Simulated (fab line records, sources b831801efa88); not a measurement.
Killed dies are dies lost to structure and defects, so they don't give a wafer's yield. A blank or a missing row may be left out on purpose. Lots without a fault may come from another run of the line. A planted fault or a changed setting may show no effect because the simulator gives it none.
fab line records | flow sky130
record lots=6 wafers=18 last_day=50
route steps=708 shown METAL4@629 VIA4@639 PAD_OPEN@708
lots that met no fault: from a run of the same line without faults
start_h: hours from the record's first day to the start of the lot's first wafer shown | wait_h: hours since the lot's step before | " the same as in the row above | L1.1+2: a row that stands for several wafers | - no value, or no start given | * or withheld: withheld | < > ~ a bound
route shown NAME@n: a module of which the file shows steps, and the number in the route of the first | usual: mean/standard deviation of fault-free wafers | same: alike in all rows | chamber/n: place in a boat | sites: the reading at each site | _std_site: their standard deviation | _edge_site: outer sites' mean less inner sites' | radius_mm: how far each site lies from the wafer's centre | mask NAME#n: copy n | behind: the tool/chamber that last shaped the wafer | hold: why the lot was held/for how many hours/how that ended | device: the transistor (n, p or np) that didn't switch | end of line: the same wafers' tests at the end of the route | a step without rows: its recipe alone | killed: dies lost to structure and defects at the first sort, not the wafer's yield | map: a wafer's dies, x killed, . not, _ none there
set.NAME: the setting as run; set.NAME@STEP: as run at that earlier step | model.NAME: the simulator's own value behind a step, which no gauge read
lots at some steps of the route; a table a step, a row a wafer
services: from which hour (start_h, from the record's first day; less than 0 if before it) a tool's chamber was out of use, for how many hours, and why
## steps
# step SKY_METAL4_CD_MEAS_13
# recipe target_cd_nm=300
# usual cd_nm=299.7/1.4
# columns lot.wafer tool chamber start_h wait_h cd_nm
L615.3 cd_sem-01 - 988.03 - 298.3
L615.5 " - " " 299.3
L615.6 " - " " 298.6
L617.1 cd_sem-02 - 1010.14 - 300.8
L617.3 " - " " 302.0
L617.4 " - " " 299.9
L625.4 cd_sem-02 - 1098.10 - 301.5
L625.5 " - " " 300.5
L625.6 " - " " 300.4
L627.1 cd_sem-01 - 1099.65 - 299.4
L627.4 " - " " 300.7
L627.5 " - " " 299.5
L631.2 cd_sem-01 - 1105.71 - 298.6
L631.4 " - " " 298.5
L631.5 " - " " 299.3
L633.3 cd_sem-02 - 1110.33 - 299.0
L633.4 " - " " 298.3
L633.6 " - " " 300.3
# step SKY_METAL4_OVL_MEAS_14
# usual METAL4_OVL=-2/5.4
# columns lot.wafer tool chamber start_h wait_h METAL4_OVL[nm]
L615.3 overlay-01 - 988.12 0.1 -3
L615.5 " - " " 0
L615.6 " - " " -4
L617.1 overlay-02 - 1010.26 0.1 -5
L617.3 " - " " -2
L617.4 " - " " -10
L625.4 overlay-01 - 1098.18 0.1 -5
L625.5 " - " " 1
L625.6 " - " " 1
L627.1 overlay-02 - 1099.77 0.1 2
L627.4 " - " " -4
L627.5 " - " " -3
L631.2 overlay-02 - 1105.82 0.1 5
L631.4 " - " " 13
L631.5 " - " " 2
L633.3 overlay-02 - 1110.42 0.1 -15
L633.4 " - " " -1
L633.6 " - " " -1
# step SKY_METAL4_DESCUM_15
# recipe chemistry=O2 source_power_w=150 bias_power_w=0 pressure_mtorr=10 temp_c=40 time_s=8
# usual chamber_pressure_mTorr=10.000/0.0093 drypump_motor_current_A=6.07/0.25 oes_product_au=0.992/0.01
# columns lot.wafer tool chamber start_h wait_h chamber_pressure_mTorr drypump_motor_current_A oes_product_au rf_hours_counter_h
L615.3 rie_metal-04 1 988.16 0.0 10.011 6.34 0.985 -
L615.5 " 1 " " 9.996 6.37 0.988 -
L615.6 " 0 " " 9.986 6.08 1.001 -
L617.1 rie_metal-03 1 1010.30 0.0 10.015 6.14 0.993 11
L617.3 " 1 " " 10.009 6.16 0.993 -
L617.4 " 1 " " 10.010 6.16 0.995 -
L625.4 rie_metal-03 1 1098.21 0.0 9.996 6.18 0.992 -
L625.5 " 0 " " 10.001 5.75 1.012 -
L625.6 " 1 " " 10.008 6.20 1.002 -
L627.1 rie_metal-04 0 1099.81 0.0 9.993 6.04 0.976 21
L627.4 " 0 " " 9.993 6.07 0.979 -
L627.5 " 0 " " 9.995 6.08 0.997 -
L631.2 rie_metal-03 0 1105.85 0.0 10.009 5.73 1.006 6
L631.4 " 1 " " 9.989 6.20 0.992 -
L631.5 " 1 " " 10.003 6.21 0.994 -
L633.3 rie_metal-01 0 1110.46 0.0 10.004 5.51 1.005 -
L633.4 " 1 " " 10.000 6.24 1.003 -
L633.6 " 1 " " 9.991 6.24 1.004 -
# step SKY_METAL4_ETCH_16
# recipe chemistry=N2/H2 target=BARC ion_energy_ev=200 bias_w=100 pressure_mtorr=30 n2_flow_sccm=100 h2_flow_sccm=200 icp_w=500 stop_on=SiO2 time_s=88.2 target_depth_a=600
# usual chamber_pressure_mTorr=30.00/0.043 drypump_motor_current_A=6.08/0.26 oes_product_au=0.625/0.0046 throttle_valve_pct=13.205/0.0096
# columns lot.wafer tool chamber start_h wait_h chamber_pressure_mTorr drypump_motor_current_A oes_product_au rf_hours_counter_h throttle_valve_pct
L615.3 rie_metal-04 1 988.21 0.0 30.01 6.38 0.627 - 13.189
L615.5 " 1 " " 29.98 6.36 0.630 - 13.208
L615.6 " 0 " " 29.96 6.09 0.625 - 13.203
L617.1 rie_metal-03 1 1010.36 0.1 29.97 6.19 0.635 11 13.189
L617.3 " 1 " " 29.99 6.19 0.624 - 13.211
L617.4 " 1 " " 29.99 6.19 0.617 - 13.219
L625.4 rie_metal-03 1 1098.26 0.0 30.00 6.20 0.623 - 13.203
L625.5 " 0 " " 29.97 5.77 0.627 - 13.211
L625.6 " 1 " " 30.00 6.23 0.623 - 13.217
L627.1 rie_metal-04 0 1099.84 0.0 30.01 6.07 0.624 21 13.213
L627.4 " 0 " " 29.98 6.06 0.619 - 13.204
L627.5 " 0 " " 29.98 6.06 0.631 - 13.211
L631.2 rie_metal-03 0 1105.88 0.0 30.01 5.77 0.632 6 13.224
L631.4 " 1 " " 30.00 6.18 0.626 - 13.220
L631.5 " 1 " " 30.04 6.19 0.632 - 13.213
L633.3 rie_metal-01 0 1110.51 0.0 30.01 5.51 0.627 - 13.193
L633.4 " 1 " " 30.00 6.24 0.629 - 13.196
L633.6 " 1 " " 29.99 6.25 0.622 - 13.212
# step SKY_METAL4_ETCH_17
# recipe target=SiO2 stop_on=TiN chemistry=C4F8/O2/Ar source_w=1500 bias_w=1200 pressure_mtorr=40 c4f8_flow_sccm=withheld O2_flow_sccm=6 Ar_flow_sccm=300 time_s=3.9 target_depth_a=150
# step SKY_METAL4_METAL_ETCH_18
# recipe target_depth_a=8450 stop_on=SiO2 over_etch_frac=0.3 time_s=183.1 chemistry=Cl2/BCl3 resist_sidewall_deg=88 pressure_mtorr=10 icp_w=900 bias_w=48.5 Cl2_flow_sccm=60 bcl3_flow_sccm=30
# step SKY_METAL4_STRIP_19
# recipe chemistry=O2/N2 power_w=1400 pressure_mtorr=1500 platen_temp_c=withheld o2_flow_sccm=3000 n2_flow_sccm=300 overash_fraction=0.5
# usual chamber_pressure_mTorr=1500.1/1.3 drypump_motor_current_A=6.1/0.53 oes_product_au=0.505/0.0056 strip_time_to_endpoint_s=6.60/0.087
# columns lot.wafer tool chamber start_h wait_h chamber_pressure_mTorr drypump_motor_current_A oes_product_au rf_hours_counter_h strip_time_to_endpoint_s
L615.3 plasma_asher-04 0 988.51 0.1 1499.1 5.2 0.504 - 6.55
L615.5 " 0 " " 1501.2 5.2 0.523 - 6.62
L615.6 " 1 " " 1502.4 6.8 0.506 - 6.61
L617.1 plasma_asher-01 0 1010.75 0.1 1499.6 6.3 0.503 89 6.55
L617.3 " 1 " " 1500.1 6.4 0.510 - 6.60
L617.4 " 0 " " 1501.9 6.3 0.515 - 6.61
L625.4 plasma_asher-03 0 1098.56 0.1 1498.3 5.7 0.517 - 6.74
L625.5 " 0 " " 1502.3 5.6 0.511 - 6.68
L625.6 " 1 " " 1499.6 6.3 0.509 - 6.76
L627.1 plasma_asher-04 0 1100.13 0.1 1500.4 5.2 0.502 36 6.55
L627.4 " 0 " " 1499.5 5.2 0.496 - 6.54
L627.5 " 0 " " 1502.4 5.2 0.504 - 6.49
L631.2 plasma_asher-01 0 1106.17 0.1 1500.9 6.3 0.514 97 6.80
L631.4 " 0 " " 1499.3 6.3 0.500 - 6.64
L631.5 " 1 " " 1496.6 6.4 0.509 - 6.77
L633.3 plasma_asher-04 0 1110.98 0.2 1499.3 5.2 0.502 - 6.43
L633.4 " 1 " " 1501.1 6.8 0.499 - 6.47
L633.6 " 1 " " 1502.7 6.8 0.499 - 6.49
# step SKY_METAL4_STRIP_20
# recipe chemistry=post_etch_residue_remover time_s=1200 temp_c=72.5
# step SKY_METAL4_CLEAN_21
# recipe chemistry=IPA time_s=180 temp_c=25
# step SKY_METAL4_CLEAN_22
# recipe chemistry=O3/DIW dry=n2_spin
# step SKY_VIA4_HDPCVD_00
# recipe material=SiO2 target_thk_nm=1750 sigma_open_frac=0.3 time_s=291.7 temp_c=400 sih4_flow_sccm=60 pressure_mtorr=6
# step SKY_VIA4_THK_MEAS_01
# recipe reads=SiO2_of_VIA4_HDPCVD_00
# usual VIA4_HDPCVD_THK=1747/20
# columns lot.wafer tool chamber start_h wait_h VIA4_HDPCVD_THK[nm]
L615.3 film_metro-02 - 989.26 0.1 1743
L615.5 " - " " 1729
L615.6 " - " " 1742
L617.1 film_metro-03 - 1011.64 0.1 1726
L617.3 " - " " 1775
L617.4 " - " " 1752
L625.4 film_metro-04 - 1099.82 0.0 1750
L625.5 " - " " 1750
L625.6 " - " " 1740
L627.1 film_metro-03 - 1100.90 0.1 1744
L627.4 " - " " 1712
L627.5 " - " " 1720
L631.2 film_metro-03 - 1107.02 0.1 1766
L631.4 " - " " 1751
L631.5 " - " " 1757
L633.3 film_metro-03 - 1111.92 0.1 1738
L633.4 " - " " 1724
L633.6 " - " " 1740
# step SKY_VIA4_CMP_02
# recipe material=SiO2 down_force_psi=4 platen_rpm=60 pad_velocity_m_s=0.94248
# usual edge_zone_pressure_frac=0.999/0.0057 head_pressure_psi=3.999/0.0082 motor_current_A=13.0/1.1
# columns lot.wafer tool chamber start_h wait_h edge_zone_pressure_frac head_pressure_psi motor_current_A model.SiO2_of_VIA4_HDPCVD_00.thk_nm
L615.3 cmp-02 0 989.30 0.0 0.995 3.997 14.4 578.1
L615.5 " 0 " " 1.002 3.995 14.4 577.8
L615.6 " 1 " " 1.004 3.997 11.9 581.1
L617.1 cmp-01 1 1011.70 0.1 0.996 3.995 14.6 582.2
L617.3 " 2 " " 1.007 4.015 13.9 583.2
L617.4 " 3 " " 1.002 3.999 11.9 579.8
L625.4 cmp-02 0 1099.85 0.0 - - - 1753
L625.6 " 0 " " - - - 1740
L625.5 " 1 " " - - - 1751
L627.4 cmp-02 3 1100.96 0.0 - - - 1712
L627.1 " 1 " " - - - 1744
L627.5 " 3 " " - - - 1720
L631.2 cmp-02 1 1107.12 0.1 0.993 3.992 12.4 581.1
L631.4 " 2 " " 0.994 3.996 11.7 580.8
L631.5 " 1 " " 1.004 3.998 12.7 582
L633.3 cmp-01 2 1112.01 0.1 0.995 4.010 13.4 580.6
L633.4 " 0 " " 0.989 4.001 13.2 578.3
L633.6 " 2 " " 1.008 4.005 13.3 581.1
# step SKY_VIA4_BOW_MEAS_03
# recipe mode=bow
# usual VIA4_BOW=79/10
# columns lot.wafer tool chamber start_h wait_h VIA4_BOW[um]
L615.3 film_metro-03 - 989.64 0.3 79
L615.5 " - " " 81
L615.6 " - " " 85
L617.1 film_metro-04 - 1012.00 0.2 86
L617.3 " - " " 71
L617.4 " - " " 83
L625.4 film_metro-03 - 1100.21 0.3 130
L625.5 " - " " 125
L625.6 " - " " 137
L627.1 film_metro-03 - 1101.26 0.1 127
L627.4 " - " " 143
L627.5 " - " " 145
L631.2 film_metro-03 - 1107.39 0.2 83
L631.4 " - " " 81
L631.5 " - " " 64
L633.3 film_metro-02 - 1112.30 0.2 84
L633.4 " - " " 91
L633.6 " - " " 86
# step SKY_VIA4_DEHYDRATE_04
# recipe temp_c=200 time_s=60
# step SKY_VIA4_HMDS_05
# recipe prime_time_s=60 prime_temp_c=120
# step SKY_VIA4_COAT_06
# recipe resist=NOVOLAK spin_rpm=3000 resist_thk_nm=1140
# step SKY_VIA4_SOFTBAKE_07
# recipe temp_c=90 time_s=60 resist=NOVOLAK
# step SKY_VIA4_EXPOSE_08
# recipe mask_id=VIM4 na=0.6 source_shape=conventional sigma_outer=0.6 polarization=unpolarized target_cd_nm=800 dose_mj=132
# step SKY_VIA4_PEB_09
# recipe temp_c=withheld time_s=* resist=NOVOLAK
# step SKY_VIA4_DEVELOP_10
# recipe resist=NOVOLAK developer=TMAH develop_time_s=60 dev_temp_c=23
# step SKY_VIA4_OVL_MEAS_11
# usual VIA4_OVL=0.3/1.2
# columns lot.wafer tool chamber start_h wait_h VIA4_OVL[nm]
L615.3 overlay-01 - 1012.55 0.1 1.9
L615.5 " - " " -0.6
L615.6 " - " " 1.6
L617.1 overlay-01 - 1034.54 0.1 1.8
L617.3 " - " " 0.3
L617.4 " - " " 0.5
L625.4 overlay-02 - 1119.73 0.1 0.0
L625.5 " - " " -0.4
L625.6 " - " " -0.2
L627.1 overlay-02 - 1120.79 0.1 -0.5
L627.4 " - " " -0.5
L627.5 " - " " -0.4
L631.2 overlay-02 - 1126.56 0.1 -0.2
L631.4 " - " " 0.5
L631.5 " - " " 0.4
L633.3 overlay-02 - 1131.12 0.1 -0.8
L633.4 " - " " 0.3
L633.6 " - " " -2.2
# step SKY_VIA4_ETCH_12
# recipe target=SiO2 chemistry=C4F8/O2/Ar stop_on=TiN mask_material=NOVOLAK source_w=1500 bias_w=1200 pressure_mtorr=40 c4f8_flow_sccm=withheld O2_flow_sccm=6 Ar_flow_sccm=300 time_s=withheld target_depth_a=5800
# usual chamber_pressure_mTorr=40.00/0.035 oes_product_au=0.925/0.0047
# columns lot.wafer tool chamber start_h wait_h chamber_pressure_mTorr oes_product_au model.etch.depth_nm model.VIA4.feature_depth_nm
L615.3 rie_diel-01 0 1012.58 0.0 40.00 0.920 578.1 578.1
L615.5 " 0 " " 40.03 0.919 577.8 577.8
L615.6 " 1 " " 39.89 0.933 581.1 581.1
L617.1 rie_diel-01 0 1034.57 0.0 40.00 0.929 582.2 582.2
L617.3 " 1 " " 39.97 0.928 583.2 583.2
L617.4 " 3 " " 40.02 0.918 579.8 579.8
L625.4 rie_diel-02 3 1119.74 0.0 40.01 1.641 668.6 668.6
L625.5 " 2 " " 39.99 1.632 657.1 657.1
L625.6 " 1 " " 39.96 1.620 654.5 654.5
L627.1 rie_diel-02 0 1120.83 0.0 39.98 1.599 641.8 641.8
L627.4 " 3 " " 39.93 1.649 665 665
L627.5 " 2 " " 39.94 1.620 649.6 649.6
L631.2 rie_diel-01 0 1126.59 0.0 40.02 0.927 581.1 581.1
L631.4 " 3 " " 40.03 0.923 580.8 580.8
L631.5 " 3 " " 40.01 0.928 582 582
L633.3 rie_diel-02 3 1131.14 0.0 40.03 0.918 580.6 580.6
L633.4 " 2 " " 40.03 0.926 578.3 578.3
L633.6 " 3 " " 39.99 0.928 581.1 581.1
# step SKY_VIA4_STRIP_13
# recipe chemistry=O2/N2 power_w=1400 pressure_mtorr=1500 platen_temp_c=withheld o2_flow_sccm=3000 n2_flow_sccm=300 overash_fraction=0.5
# step SKY_VIA4_STRIP_14
# recipe chemistry=post_etch_residue_remover time_s=1200 temp_c=72.5
# step SKY_VIA4_CLEAN_15
# recipe chemistry=IPA time_s=180 temp_c=25
# step SKY_VIA4_CLEAN_16
# recipe chemistry=O3/DIW dry=n2_spin
# step SKY_VIA4_SPUTTER_17
# recipe material=TiN target_thk_nm=20 chamber_pressure_pa=5 power_w=4000 time_s=80
# usual throttle_valve_pct=29.9/0.84
# columns lot.wafer tool chamber start_h wait_h throttle_valve_pct
L615.3 pvd_sputter-04 - 1013.27 0.0 30.1
L615.5 " - " " 29.8
L615.6 " - " " 29.8
L617.1 pvd_sputter-04 - 1035.28 0.0 29.8
L617.3 " - " " 29.7
L617.4 " - " " 30.9
L625.4 pvd_sputter-02 - 1120.44 0.0 30.6
L625.5 " - " " 30.2
L625.6 " - " " 29.3
L627.1 pvd_sputter-04 - 1121.50 0.0 28.8
L627.4 " - " " 31.0
L627.5 " - " " 28.9
L631.2 pvd_sputter-02 - 1127.40 0.0 30.5
L631.4 " - " " 29.1
L631.5 " - " " 29.2
L633.3 pvd_sputter-04 - 1132.24 0.0 28.8
L633.4 " - " " 31.1
L633.6 " - " " 28.8
# step SKY_VIA4_CVD_18
# recipe material=W target_thk_nm=505 time_s=152.14 temp_c=400 pressure_torr=40
# usual heater_power_w=897/93
# columns lot.wafer tool chamber start_h wait_h heater_power_w
L615.3 cvd_w-01 1 1013.38 0.1 871
L615.5 " 0 " " 750
L615.6 " 1 " " 864
L617.1 cvd_w-02 0 1035.34 0.0 1025
L617.3 " 1 " " 893
L617.4 " 0 " " 1033
L625.4 cvd_w-02 0 1120.55 0.1 1055
L625.5 " 0 " " 1028
L625.6 " 1 " " 881
L627.1 cvd_w-02 0 1121.56 0.0 1032
L627.4 " 0 " " 1077
L627.5 " 0 " " 1022
L631.2 cvd_w-02 1 1127.46 0.0 908
L631.4 " 0 " " 1023
L631.5 " 1 " " 912
L633.3 cvd_w-01 0 1132.35 0.1 762
L633.4 " 1 " " 876
L633.6 " 0 " " 776
# step SKY_VIA4_CMP_21
# recipe stop_on=SiO2 t_overpolish_s=25 down_force_psi=3.5 platen_rpm=60 target_thk_nm=0 pad_velocity_m_s=0.94248
# usual edge_zone_pressure_frac=1.000/0.0048 head_pressure_psi=3.501/0.0076 motor_current_A=11.9/1
# columns lot.wafer tool chamber start_h wait_h edge_zone_pressure_frac head_pressure_psi motor_current_A model.SiO2_of_VIA4_HDPCVD_00.thk_nm
L615.3 cmp-02 3 1013.81 0.2 0.997 3.511 10.7 572.6
L615.5 " 0 " " 0.994 3.496 13.6 572.4
L615.6 " 1 " " 1.000 3.492 11.1 575.6
L617.3 cmp-01 1 1035.67 0.0 0.994 3.491 12.5 577.7
L617.4 " 3 " " 1.003 3.500 10.8 574.3
L617.1 " 0 " " 1.001 3.506 12.9 576.8
L625.4 cmp-02 0 1120.83 0.0 0.999 3.507 13.1 1748
L625.6 " 0 " " 1.005 3.498 13.2 1735
L625.5 " 1 " " 0.997 3.500 11.1 1746
L627.4 cmp-01 3 1121.89 0.0 0.999 3.496 10.8 1707
L627.1 " 1 " " 0.992 3.505 12.7 1738
L627.5 " 3 " " 0.997 3.493 10.2 1715
L631.2 cmp-01 2 1128.08 0.3 0.999 3.498 12.9 575.6
L631.4 " 0 " " 1.001 3.485 12.9 575.3
L631.5 " 2 " " 0.993 3.504 11.8 576.5
L633.3 cmp-01 2 1132.73 0.1 0.990 3.501 11.8 575.1
L633.4 " 3 " " 1.007 3.492 10.5 572.8
L633.6 " 0 " " 1.000 3.512 12.8 575.6
# step SKY_PAD_OPEN_PROBE_99
# usual defect_limited_yield=82.6/2 killed_at_M0_to_M3=43/7.3 killed_at_M4_up=3.4/1.7 killed_at_contacts=24/4.5 killed_at_front_end=16/4.4 killed_at_other=0.2/0.51 killed_dies=86/9.7 killed_on_rim=17/3.7 killed_open=46/6.6 killed_short=39/7.1 sort_bin_3_pad_short=0.9/0.45 sort_bin_5_function=10.4/1.4 sort_bin_6_memory=6.2/1.2 sort_n_pass=406/9.7 sort_yield_pct=82.6/2
# same gross_dies=492 killed_at_back_side=0 sort_bin_4_leakage[%]=0 sort_bin_8_speed[%]=0
# columns lot.wafer tool chamber start_h wait_h defect_limited_yield[%] killed_at_M0_to_M3 killed_at_M4_up killed_at_contacts killed_at_front_end killed_at_other killed_dies killed_on_rim killed_open killed_short sort_bin_3_pad_short[%] sort_bin_5_function[%] sort_bin_6_memory[%] sort_n_pass sort_yield_pct[%]
L617.1 prober-01 - 1101.54 0.1 81.1 42 2 36 12 1 93 24 51 41 0.6 8.9 9.3 399 81.1
L617.3 prober-01 - 1101.64 0.2 82.3 49 3 18 17 0 87 20 52 35 1.4 10.6 5.7 405 82.3
L617.4 prober-01 - 1101.69 0.2 81.7 39 6 27 17 1 90 24 43 47 1.6 10.4 6.3 402 81.7
L625.4 prober-01 - 1180.61 0.2 0 37 403 26 25 1 492 96 41 49 0.6 93.9 5.5 0 0
L625.5 prober-01 - 1180.66 0.2 0 50 403 23 16 0 492 96 52 37 0.6 92.1 7.3 0 0
L625.6 prober-01 - 1180.71 0.2 0 57 392 25 18 0 492 96 54 47 1.4 91.9 6.7 0 0
L627.1 prober-01 - 1181.96 0.1 0 33 431 15 13 0 492 96 35 29 0.8 94.1 5.1 0 0
L627.4 prober-01 - 1182.11 0.2 0 39 413 23 17 0 492 96 61 22 0.4 93.7 5.9 0 0
L627.5 prober-01 - 1182.16 0.2 0 44 419 23 6 0 492 96 41 35 0.6 93.7 5.7 0 0
L631.2 prober-01 - 1186.44 0.1 83.3 44 4 20 13 1 82 15 45 37 0.4 11.4 4.9 410 83.3
L631.4 prober-01 - 1186.54 0.2 84.1 39 5 19 15 0 78 13 40 38 0.8 12.6 2.4 414 84.1
L631.5 prober-01 - 1186.59 0.2 84.3 36 6 21 14 0 77 11 37 40 0.6 11.2 3.9 415 84.3
# killed by level:class
L617.1 CONTACT:geometric_particle:open=20 VIA1:geometric_particle:open=9 METAL1:geometric_particle:short=9 POLY_GATE:geometric_particle:open=7 LOCAL_INTERCONNECT:geometric_particle:short=6 CONTACT:geometric_particle:short=5 LI_CONTACT:geometric_particle:open=4 VIA1:geometric_particle:short=4
L617.3 CONTACT:geometric_particle:open=11 VIA1:geometric_particle:open=11 FIELD_ISO:geometric_particle:open=8 VIA1:geometric_particle:short=7 FIELD_ISO:geometric_particle:short=5 VIA2:geometric_particle:open=5 VIA3:geometric_particle:open=5 METAL1:geometric_particle:short=4
L617.4 CONTACT:geometric_particle:open=11 VIA2:geometric_particle:open=7 VIA1:geometric_particle:open=6 CONTACT:geometric_particle:short=6 METAL1:geometric_particle:short=6 METAL4:geometric_particle:short=6 VIA1:geometric_particle:short=5 FIELD_ISO:geometric_particle:short=4
L625.4 VIA4:area_cmp=402 LI_CONTACT:geometric_particle:open=10 VIA1:geometric_particle:open=10 FIELD_ISO:geometric_particle:short=9 LOCAL_INTERCONNECT:geometric_particle:short=6 VIA1:geometric_particle:short=6 FIELD_ISO:geometric_particle:open=5 VIA2:geometric_particle:open=5
L625.5 VIA4:area_cmp=403 VIA1:geometric_particle:open=19 VIA2:geometric_particle:open=8 LI_CONTACT:geometric_particle:open=7 CONTACT:geometric_particle:open=7 METAL1:geometric_particle:short=7 VIA3:geometric_particle:short=5 POLY_GATE:geometric_particle:short=4
L625.6 VIA4:area_cmp=391 CONTACT:geometric_particle:open=11 METAL1:geometric_particle:short=10 VIA1:geometric_particle:open=10 VIA3:geometric_particle:open=7 METAL2:geometric_particle:short=6 VIA2:geometric_particle:short=6 FIELD_ISO:geometric_particle:short=5
L627.1 VIA4:area_cmp=428 VIA1:geometric_particle:open=11 CONTACT:geometric_particle:open=6 METAL1:geometric_particle:short=5 POLY_GATE:geometric_particle:open=4 METAL2:geometric_particle:short=4 FIELD_ISO:geometric_particle:open=3 LOCAL_INTERCONNECT:geometric_particle:open=3
L627.4 VIA4:area_cmp=408 VIA1:geometric_particle:open=11 LI_CONTACT:geometric_particle:open=10 CONTACT:geometric_particle:open=9 VIA2:geometric_particle:open=8 VIA3:geometric_particle:open=7 METAL4:geometric_particle:open=5 SPACER:geometric_particle:open=4
L627.5 VIA4:area_cmp=416 VIA1:geometric_particle:open=9 VIA2:geometric_particle:open=9 CONTACT:geometric_particle:open=8 VIA1:geometric_particle:short=6 LI_CONTACT:geometric_particle:open=5 LOCAL_INTERCONNECT:geometric_particle:short=5 METAL2:geometric_particle:short=4
L631.2 VIA1:geometric_particle:open=12 VIA3:geometric_particle:open=10 CONTACT:geometric_particle:short=6 VIA2:geometric_particle:open=5 LI_CONTACT:geometric_particle:open=5 LOCAL_INTERCONNECT:geometric_particle:short=4 FIELD_ISO:geometric_particle:short=4 FIELD_ISO:geometric_particle:open=3
L631.4 CONTACT:geometric_particle:open=9 VIA2:geometric_particle:open=9 FIELD_ISO:geometric_particle:short=7 METAL2:geometric_particle:short=6 VIA1:geometric_particle:open=6 VIA3:geometric_particle:open=5 METAL1:geometric_particle:short=5 METAL4:geometric_particle:short=4
L631.5 VIA1:geometric_particle:open=13 LOCAL_INTERCONNECT:geometric_particle:short=7 VIA3:geometric_particle:open=6 METAL4:geometric_particle:short=6 CONTACT:geometric_particle:open=5 CONTACT:geometric_particle:short=4 METAL1:geometric_particle:short=4 VIA1:geometric_particle:short=4
# map L625.4 (x killed, . not)
__________xxxxxxxxxx_________
________xxxxxxxxxxxxxx_______
______xxxxxxxxxxxxxxxxxx_____
_____xxxxxxxxxxxxxxxxxxxx____
____xxxxxxxxxxxxxxxxxxxxxx___
___xxxxxxxxxxxxxxxxxxxxxxxx__
__xxxxxxxxxxxxxxxxxxxxxxxxxx_
_xxxxxxxxxxxxxxxxxxxxxxxxxxxx
_xxxxxxxxxxxxxxxxxxxxxxxxxxxx
_xxxxxxxxxxxxxxxxxxxxxxxxxxxx
_xxxxxxxxxxxxxxxxxxxxxxxxxxxx
_xxxxxxxxxxxxxxxxxxxxxxxxxxxx
_xxxxxxxxxxxxxxxxxxxxxxxxxxxx
_xxxxxxxxxxxxxxxxxxxxxxxxxxxx
_xxxxxxxxxxxxxxxxxxxxxxxxxxxx
__xxxxxxxxxxxxxxxxxxxxxxxxxx_
___xxxxxxxxxxxxxxxxxxxxxxxx__
____xxxxxxxxxxxxxxxxxxxxxx___
_____xxxxxxxxxxxxxxxxxxxx____
______xxxxxxxxxxxxxxxxxx_____
________xxxxxxxxxxxxxx_______
__________xxxxxxxxxx_________
# map L627.1 (x killed, . not)
__________xxxxxxxxxx_________
________xxxxxxxxxxxxxx_______
______xxxxxxxxxxxxxxxxxx_____
_____xxxxxxxxxxxxxxxxxxxx____
____xxxxxxxxxxxxxxxxxxxxxx___
___xxxxxxxxxxxxxxxxxxxxxxxx__
__xxxxxxxxxxxxxxxxxxxxxxxxxx_
_xxxxxxxxxxxxxxxxxxxxxxxxxxxx
_xxxxxxxxxxxxxxxxxxxxxxxxxxxx
_xxxxxxxxxxxxxxxxxxxxxxxxxxxx
_xxxxxxxxxxxxxxxxxxxxxxxxxxxx
_xxxxxxxxxxxxxxxxxxxxxxxxxxxx
_xxxxxxxxxxxxxxxxxxxxxxxxxxxx
_xxxxxxxxxxxxxxxxxxxxxxxxxxxx
_xxxxxxxxxxxxxxxxxxxxxxxxxxxx
__xxxxxxxxxxxxxxxxxxxxxxxxxx_
___xxxxxxxxxxxxxxxxxxxxxxxx__
____xxxxxxxxxxxxxxxxxxxxxx___
_____xxxxxxxxxxxxxxxxxxxx____
______xxxxxxxxxxxxxxxxxx_____
________xxxxxxxxxxxxxx_______
__________xxxxxxxxxx_________
## services
# columns tool chamber start_h hours kind
plasma_asher-04 - 980.15 4.3 pm
pvd_sputter-04 - 984.55 0.5 repair
cvd_w-02 - 985.69 6.9 pm
cmp-02 - 995.02 1.7 repair
cmp-01 - 1001.38 1.8 repair
rie_diel-02 2 1009.68 12.5 repair
cmp-02 - 1018.68 11.6 pm
rie_diel-01 2 1024.71 7.2 repair
pvd_sputter-04 - 1027.12 3.1 repair
rie_diel-02 2 1033.80 4.3 repair
cvd_w-02 0 1037.36 3.0 repair
rie_metal-04 1 1048.17 2.6 repair
cvd_w-02 0 1050.39 8.0 repair
rie_metal-04 0 1056.61 1.1 repair
plasma_asher-04 - 1071.51 1.7 repair
pvd_sputter-04 - 1073.60 4.8 repair
plasma_asher-04 - 1076.18 2.8 pm
cmp-02 - 1078.35 0.5 repair
cmp-01 - 1084.00 4.0 pm
pvd_sputter-04 - 1086.52 1.7 repair
cmp-02 - 1087.35 1.9 repair
pvd_sputter-04 - 1094.89 2.0 repair
plasma_asher-04 - 1098.00 0.7 repair
rie_metal-03 1 1110.38 10.4 repair
## key
first_sign step=SKY_VIA4_CMP_02 reading=tool_record direction=missing
effect step=SKY_VIA4_BOW_MEAS_03 reading=VIA4_BOW direction=up sigmas=5.5 usual=79 struck=134
effect step=SKY_VIA4_ETCH_12 reading=oes_product_au direction=up sigmas=99+ usual=0.925 struck=1.627
effect step=SKY_PAD_OPEN_PROBE_99 reading=killed_at_M4_up direction=up sigmas=99+ usual=3.4 struck=410.2
model_effect step=SKY_VIA4_CMP_02 value=SiO2_of_VIA4_HDPCVD_00.thk_nm without=579.4 struck=1737
model_effect step=SKY_VIA4_ETCH_12 value=etch.depth_nm without=579.4 struck=656.1
model_effect step=SKY_VIA4_CMP_21 value=SiO2_of_VIA4_HDPCVD_00.thk_nm without=573.9 struck=1731
more_kills_born_at SKY_VIA4_CMP_02@cmp-02=2448
met_at SKY_VIA4_CMP_02
struck_wafers L625.4,L625.5,L625.6,L627.1,L627.4,L627.5
later_rows_left_out L625.4,L625.5,L625.6,L627.1,L627.4,L627.5
onset_between 989.30 1099.85
fault kind=skipped_step_whole tool=cmp-02 chamber=- onset_h=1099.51 steps=SKY_VIA4_CMP_02 scope=struck_lots_only
# later_rows_left_out: the simulator's readings of these wafers behind a module that went badly wrong aren't trusted and aren't shown, but for the sort
